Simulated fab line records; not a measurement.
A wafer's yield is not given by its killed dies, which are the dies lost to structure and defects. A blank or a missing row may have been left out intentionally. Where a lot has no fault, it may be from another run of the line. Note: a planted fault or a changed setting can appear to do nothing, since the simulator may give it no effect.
fab line records	flow gf180mcu
record: lots: 7	wafers: 21	last_day: 34
route steps=602 shown V4@490 MIM@503
lots untouched by any fault: they come from a run of this same line in which no faults occurred
start_h: the number of hours between the record's first day and the start of the first shown wafer of the lot	wait_h: how many hours have passed since the lot's step before this one	" unchanged from the row above	L1.1+2: one row covering several wafers at once	- no value, or no start given	* or withheld: withheld	< > ~ a bound
route shown NAME@n: names a module that has steps shown in the file, with the first one's number in the route	usual: mean/standard deviation of fault-free wafers	same: alike in all rows	chamber/n: place in a boat	sites: per-site readings	_std_site: the standard deviation of these	_edge_site: the outer-site mean with the inner-site mean subtracted	radius_mm: for every site, how far away it sits from the centre of the wafer	mask NAME#n: copy n	behind: tool/chamber where the wafer was last shaped	hold: why the lot was held/for how many hours/how that ended	device: names the non-switching transistor (n, p or np)	end of line: the route-end tests of the same wafers	a step without rows: its recipe alone	killed: dies lost to structure and defects at the first sort, not the wafer's yield	map: per-die view of a wafer (x killed, . not killed, _ where there is no die)
set.NAME: the setting as run; set.NAME@STEP: as run at that earlier step	model.NAME: the simulator's own value behind a step, which no gauge read
lots at selected steps of the route; one table per step, one row per wafer
services: from which hour (start_h, from the record's first day; less than 0 if before it) a tool's chamber was out of use, for how many hours, and why
== steps ==
step: GF_V4_CD_MEAS_14
recipe: target_cd_nm: 260
usual: cd_nm: 260.2/1.1
lot.wafer	tool	chamber	start_h	wait_h	cd_nm
L950.1	cd_sem-02	-	562.45	0.1	260.4
L950.3	"	-	"	"	261.4
L950.4	"	-	"	"	259.4
L953.2	cd_sem-02	-	586.47	0.1	259.0
L953.4	"	-	"	"	258.7
L953.5	"	-	"	"	259.4
L955.2	cd_sem-01	-	602.27	0.1	262.1
L955.4	"	-	"	"	261.7
L955.5	"	-	"	"	262.1
L958.2	cd_sem-02	-	627.07	0.1	260.4
L958.4	"	-	"	"	260.2
L958.6	"	-	"	"	260.0
L960.1	cd_sem-02	-	644.22	0.1	258.3
L960.2	"	-	"	"	258.6
L960.4	"	-	"	"	258.7
L968.1	cd_sem-02	-	703.07	0.1	260.3
L968.4	"	-	"	"	259.7
L968.6	"	-	"	"	260.4
L972.3	cd_sem-01	-	718.53	0.1	260.6
L972.4	"	-	"	"	259.6
L972.5	"	-	"	"	259.8
step: GF_V4_OVL_MEAS_15
usual: V4_OVL: -2/5.3
lot.wafer	tool	chamber	start_h	wait_h	V4_OVL[nm]
L950.1	overlay-02	-	562.57	0.1	2
L950.3	"	-	"	"	6
L950.4	"	-	"	"	1
L953.2	overlay-02	-	586.57	0.1	-1
L953.4	"	-	"	"	5
L953.5	"	-	"	"	-2
L955.2	overlay-02	-	602.37	0.1	-3
L955.4	"	-	"	"	-1
L955.5	"	-	"	"	0
L958.2	overlay-01	-	627.17	0.1	-1
L958.4	"	-	"	"	2
L958.6	"	-	"	"	0
L960.1	overlay-01	-	644.34	0.1	4
L960.2	"	-	"	"	-2
L960.4	"	-	"	"	-3
L968.1	overlay-02	-	703.19	0.1	0
L968.4	"	-	"	"	-11
L968.6	"	-	"	"	-10
L972.3	overlay-02	-	718.63	0.1	-15
L972.4	"	-	"	"	-4
L972.5	"	-	"	"	-1
step: GF_V4_ETCH_16
recipe: chemistry: N2/H2	target_depth_a: withheld	overetch_a: withheld	time_s: withheld	target: BARC	ion_energy_ev: 200	source_w: 500	bias_w: 100	pressure_mtorr: 30	n2_flow_sccm: 100	h2_flow_sccm: 200
step: GF_V4_ETCH_17
recipe: chemistry: C4F8/O2/Ar	mask_material: KrF	target: SiO2	stop_on: TiN	source_w: 1500	bias_w: 1200	pressure_mtorr: 40	c4f8_flow_sccm: withheld	O2_flow_sccm: 6	Ar_flow_sccm: 300	time_s: withheld	target_depth_a: 6300
usual: oes_product_au: 0.856/0.0047	rf_fwd_power_W: 1493/5.3
lot.wafer	tool	chamber	start_h	wait_h	oes_product_au	rf_fwd_power_W
L950.1	rie_diel-01	0	-	-	0.849	1499
L950.3	"	1	"	"	0.852	1495
L950.4	"	2	"	"	0.852	1494
L953.2	rie_diel-01	0	-	-	0.859	1493
L953.4	"	2	"	"	0.851	1495
L953.5	"	0	"	"	0.852	1496
L955.2	rie_diel-02	2	-	-	0.861	1487
L955.4	"	3	"	"	0.850	1494
L955.5	"	2	"	"	0.862	1495
L958.2	rie_diel-03	3	-	-	0.859	1499
L958.4	"	0	"	"	0.855	1485
L958.6	"	2	"	"	0.855	1500
L960.1	rie_diel-02	1	-	-	0.853	1499
L960.2	"	2	"	"	0.854	1493
L960.4	"	0	"	"	0.846	1490
L968.1	rie_diel-03	2	-	-	0.859	1506
L968.4	"	2	"	"	0.855	1494
L968.6	"	3	"	"	0.851	1493
L972.3	rie_diel-01	0	-	-	0.861	1480
L972.4	"	3	"	"	0.856	1499
L972.5	"	0	"	"	0.854	1483
step: GF_V4_STRIP_18
recipe: chemistry: O2/N2	power_w: 1400	pressure_mtorr: 1500	platen_temp_c: 250	o2_flow_sccm: 3000	n2_flow_sccm: 300	overash_fraction: 0.5
usual: drypump_motor_current_A: 5.9/0.46	heater_power_w: 303/20	oes_product_au: 0.593/0.004
lot.wafer	tool	chamber	start_h	wait_h	drypump_motor_current_A	heater_power_w	oes_product_au	rf_hours_counter_h
L950.1	plasma_asher-02	1	562.73	-	5.7	293	0.582	46
L950.3	"	1	"	"	5.7	287	0.595	-
L950.4	"	0	"	"	5.9	300	0.594	-
L953.2	plasma_asher-02	1	586.73	-	5.7	284	0.596	49
L953.4	"	1	"	"	5.7	283	0.585	-
L953.5	"	0	"	"	5.9	293	0.600	-
L955.2	plasma_asher-02	1	602.53	-	5.6	289	0.598	51
L955.4	"	0	"	"	5.9	292	0.595	-
L955.5	"	1	"	"	5.6	283	0.591	-
L958.2	plasma_asher-02	1	627.33	-	5.6	285	0.589	53
L958.4	"	0	"	"	5.9	298	0.589	-
L958.6	"	1	"	"	5.7	279	0.593	-
L960.1	plasma_asher-02	1	644.50	-	5.6	278	0.595	55
L960.2	"	0	"	"	5.9	292	0.589	55
L960.4	"	0	"	"	5.9	288	0.588	-
L968.1	plasma_asher-03	1	703.35	-	6.0	333	0.598	98
L968.4	"	0	"	"	5.1	350	0.594	-
L968.6	"	1	"	"	6.0	330	0.591	-
L972.3	plasma_asher-04	1	718.81	-	5.5	299	0.598	-
L972.4	"	0	"	"	6.7	313	0.590	-
L972.5	"	0	"	"	6.7	312	0.594	-
step: GF_V4_STRIP_19
recipe: chemistry: post_etch_residue_remover	time_s: 1200	temp_c: 72.5
step: GF_V4_CLEAN_20
recipe: chemistry: DIW	dry: n2_spin
step: GF_V4_SPUTTER_21
recipe: material: Ti	target_thk_nm: 15	chamber_pressure_pa: 5	power_w: 2500	substrate_temp_c: 200	time_s: 80.02
step: GF_V4_SPUTTER_22
recipe: material: TiN	target_thk_nm: 10	chamber_pressure_pa: 5	power_w: 4000	time_s: 40
usual: throttle_valve_pct: 30.6/0.76
same: time_s: 40
lot.wafer	tool	chamber	start_h	wait_h	throttle_valve_pct
L950.1	pvd_sputter-01	-	563.33	0.0	29.6
L950.3	"	-	"	"	31.6
L950.4	"	-	"	"	31.5
L953.2	pvd_sputter-03	-	587.33	0.0	30.7
L953.4	"	-	"	"	30.2
L953.5	"	-	"	"	30.3
L955.2	pvd_sputter-04	-	603.16	0.0	30.0
L955.4	"	-	"	"	29.5
L955.5	"	-	"	"	29.4
L958.2	pvd_sputter-03	-	627.95	0.0	30.3
L958.4	"	-	"	"	31.0
L958.6	"	-	"	"	31.0
L960.1	pvd_sputter-03	-	645.11	0.0	30.6
L960.2	"	-	"	"	30.1
L960.4	"	-	"	"	31.0
L968.1	pvd_sputter-03	-	704.03	0.0	30.5
L968.4	"	-	"	"	30.2
L968.6	"	-	"	"	30.0
L972.3	pvd_sputter-04	-	719.37	0.0	30.0
L972.4	"	-	"	"	30.3
L972.5	"	-	"	"	29.7
step: GF_V4_CVD_23
recipe: material: W	target_thk_nm: 350	time_s: 104.9	temp_c: 400	pressure_torr: 40
usual: heater_power_outer_w: 489/43	heater_power_w: 775/75
same: time_s: 104.9
lot.wafer	tool	chamber	start_h	wait_h	heater_power_outer_w	heater_power_w	since_wet_clean_h
L950.1	cvd_w-01	0	563.36	0.0	415	717	659
L950.3	"	1	"	"	485	780	-
L950.4	"	0	"	"	434	708	-
L953.2	cvd_w-02	0	587.37	0.0	546	897	183
L953.4	"	0	"	"	540	926	-
L953.5	"	1	"	"	487	739	-
L955.2	cvd_w-01	1	603.20	0.0	489	778	699
L955.4	"	1	"	"	481	789	-
L955.5	"	0	"	"	433	706	-
L958.2	cvd_w-01	1	627.99	0.0	482	779	724
L958.4	"	0	"	"	419	697	-
L958.6	"	1	"	"	496	784	-
L960.1	cvd_w-01	1	645.15	0.0	491	775	741
L960.2	"	0	"	"	422	710	741
L960.4	"	1	"	"	495	778	-
L968.1	cvd_w-02	1	704.07	0.0	502	717	300
L968.4	"	0	"	"	562	902	-
L968.6	"	1	"	"	491	750	-
L972.3	cvd_w-01	1	719.45	0.1	499	786	-
L972.4	"	0	"	"	438	698	-
L972.5	"	1	"	"	485	801	-
step: GF_V4_RS_MEAS_24
recipe: thk_meas_gauge: four-point-probe	reads: W_of_V4_CVD_23+TiN_of_V4_SPUTTER_22+Ti_of_V4_SPUTTER_21
usual: V4_W_RS: 0.327/0.005
lot.wafer	tool	chamber	start_h	wait_h	V4_W_RS[ohm/sq]
L950.1	film_metro-04	-	563.48	0.1	0.332
L950.3	"	-	"	"	0.334
L950.4	"	-	"	"	0.332
L953.2	film_metro-01	-	587.50	0.1	0.318
L953.4	"	-	"	"	0.315
L953.5	"	-	"	"	0.324
L955.2	film_metro-01	-	603.34	0.1	0.332
L955.4	"	-	"	"	0.332
L955.5	"	-	"	"	0.338
L958.2	film_metro-01	-	628.12	0.1	0.333
L958.4	"	-	"	"	0.331
L958.6	"	-	"	"	0.334
L960.1	film_metro-01	-	645.27	0.1	0.329
L960.2	"	-	"	"	0.327
L960.4	"	-	"	"	0.337
L968.1	film_metro-01	-	704.18	0.1	0.331
L968.4	"	-	"	"	0.319
L968.6	"	-	"	"	0.330
L972.3	film_metro-01	-	719.56	0.1	0.327
L972.4	"	-	"	"	0.325
L972.5	"	-	"	"	0.327
step: GF_V4_THK_MEAS_25
recipe: thk_meas_gauge: xrf	reads: W_of_V4_CVD_23
usual: V4_W_THK: 361/7.7
lot.wafer	tool	chamber	start_h	wait_h	V4_W_THK[nm]
L950.1	film_metro-04	-	563.60	0.1	348
L950.3	"	-	"	"	347
L950.4	"	-	"	"	350
L953.2	film_metro-01	-	587.61	0.1	380
L953.4	"	-	"	"	383
L953.5	"	-	"	"	368
L955.2	film_metro-01	-	603.45	0.1	354
L955.4	"	-	"	"	354
L955.5	"	-	"	"	347
L958.2	film_metro-01	-	628.23	0.1	353
L958.4	"	-	"	"	359
L958.6	"	-	"	"	354
L960.1	film_metro-01	-	645.39	0.1	361
L960.2	"	-	"	"	363
L960.4	"	-	"	"	351
L968.1	film_metro-01	-	704.30	0.1	360
L968.4	"	-	"	"	374
L968.6	"	-	"	"	359
L972.3	film_metro-01	-	719.66	0.1	365
L972.4	"	-	"	"	367
L972.5	"	-	"	"	366
step: GF_V4_CMP_26
recipe: stop_on: SiO2	down_force_psi: 3.5	platen_rpm: 61.48	t_overpolish_s: 15	target_thk_nm: 0	pad_velocity_m_s: 0.94248
usual: motor_current_A: 11.1/0.81	overpolish_run_s: 15.001/0.0093	platen_rpm: 61.48/0.044	time_to_endpoint_s: 83.0/2.7
lot.wafer	tool	chamber	start_h	wait_h	motor_current_A	overpolish_run_s	platen_rpm	time_to_endpoint_s
L950.4	cmp-02	1	563.66	0.0	12.0	14.990	61.44	79.1
L950.1	"	3	"	"	10.0	14.982	61.47	76.7
L950.3	"	0	"	"	12.1	15.006	61.48	79.8
L953.2	cmp-02	3	587.66	0.0	9.9	14.996	61.54	85.8
L953.4	"	0	"	"	11.2	15.000	61.46	86.3
L953.5	"	0	"	"	11.6	14.992	61.46	81.5
L955.4	cmp-02	2	603.55	0.1	11.4	15.001	61.40	77.9
L955.2	"	0	"	"	11.3	0.045	61.50	127.4
L955.5	"	1	"	"	11.2	15.001	61.50	76.5
L958.2	cmp-02	0	628.28	0.0	11.9	0.042	61.49	126.9
L958.4	"	2	"	"	11.5	14.998	61.43	81.7
L958.6	"	0	"	"	11.6	0.039	61.56	126.6
L960.4	cmp-02	2	645.45	0.0	10.8	14.998	61.49	78.5
L960.1	"	3	"	"	10.5	14.986	61.50	82.1
L960.2	"	0	"	"	12.0	0.053	61.46	128.9
L968.4	cmp-01	3	704.46	0.1	10.2	14.999	61.46	88.0
L968.1	"	0	"	"	10.3	15.007	61.52	84.9
L968.6	"	1	"	"	10.5	14.999	61.50	85.6
L972.3	cmp-01	3	719.70	0.0	10.7	15.009	61.49	80.4
L972.4	"	0	"	"	10.7	14.998	61.53	82.4
L972.5	"	0	"	"	10.5	15.001	61.46	80.3
step: GF_MIM_SPUTTER_00
recipe: material: Ti	target_thk_nm: 37.5	arriving_ion_energy_ev: 80	substrate_temp_c: 200	chamber_pressure_pa: 2	power_w: 4000	time_s: 150
usual: throttle_valve_pct: 30.3/0.84
same: time_s: 150
lot.wafer	tool	chamber	start_h	wait_h	throttle_valve_pct
L950.1	pvd_sputter-02	-	563.96	0.1	29.9
L950.3	"	-	"	"	29.1
L950.4	"	-	"	"	31.4
L953.2	pvd_sputter-04	-	587.96	0.2	29.0
L953.4	"	-	"	"	29.3
L953.5	"	-	"	"	30.2
L955.4	pvd_sputter-02	-	603.80	0.2	29.2
L955.5	"	-	"	"	31.4
L958.4	pvd_sputter-04	-	628.58	0.1	28.8
L960.1	pvd_sputter-02	-	645.75	0.2	31.4
L960.4	"	-	"	"	31.5
L968.1	pvd_sputter-04	-	704.66	0.1	30.1
L968.4	"	-	"	"	28.6
L968.6	"	-	"	"	29.7
L972.3	pvd_sputter-02	-	720.00	0.2	31.3
L972.4	"	-	"	"	29.1
L972.5	"	-	"	"	29.2
== services ==
tool	chamber	start_h	hours	kind
cvd_w-02	-	545.41	6.9	pm
pvd_sputter-03	-	550.99	0.7	repair
plasma_asher-02	-	558.32	2.8	repair
pvd_sputter-04	-	558.58	0.7	repair
rie_diel-01	1	567.61	1.7	repair
rie_diel-01	-	570.70	1.3	repair
cmp-02	-	572.13	4.0	pm
cvd_w-01	-	579.26	2.8	pm
rie_diel-02	-	600.20	0.9	repair
cmp-01	-	625.23	10.2	pm
pvd_sputter-04	-	625.58	2.8	repair
pvd_sputter-04	-	637.99	2.0	repair
cmp-02	-	649.50	0.3	repair
pvd_sputter-04	-	657.92	4.0	repair
rie_diel-02	-	672.25	2.8	pm
cvd_w-02	-	678.50	2.8	pm
rie_diel-03	0	689.44	9.1	repair
rie_diel-03	2	690.59	5.4	repair
cmp-02	-	694.46	0.7	repair
rie_diel-03	1	701.25	11.8	repair
cmp-01	-	708.63	0.5	repair
cmp-01	-	713.50	0.3	repair
cvd_w-02	0	713.90	9.9	repair
cvd_w-01	-	719.83	0.6	repair
== key ==
first_sign: step: GF_V4_CMP_26	reading: overpolish_run_s	direction: down	sigmas: 99+	usual: 15.001	struck: 0.045
effect: step: GF_V4_CMP_26	reading: time_to_endpoint_s	direction: up	sigmas: 17	usual: *	struck: *
met_at GF_V4_CMP_26
struck_wafers L955.2,L958.2,L958.6,L960.2
later_rows_left_out L955.2,L958.2,L958.6,L960.2
sort_left_out L955.2,L958.2,L958.6,L960.2
onset_between 587.66 603.55
fault: kind: process_parameter_drift	tool: cmp-02	chamber: 0	onset_h: 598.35	steps: GF_V4_CMP_26	channel: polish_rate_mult	offset: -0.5	shape: step
sort_left_out: the simulated sort isn't trusted on such a fault, so these wafers' sort isn't shown, and their yield isn't known
later_rows_left_out: the simulator's readings of these wafers behind a module that went badly wrong aren't trusted and aren't shown, but for the sort
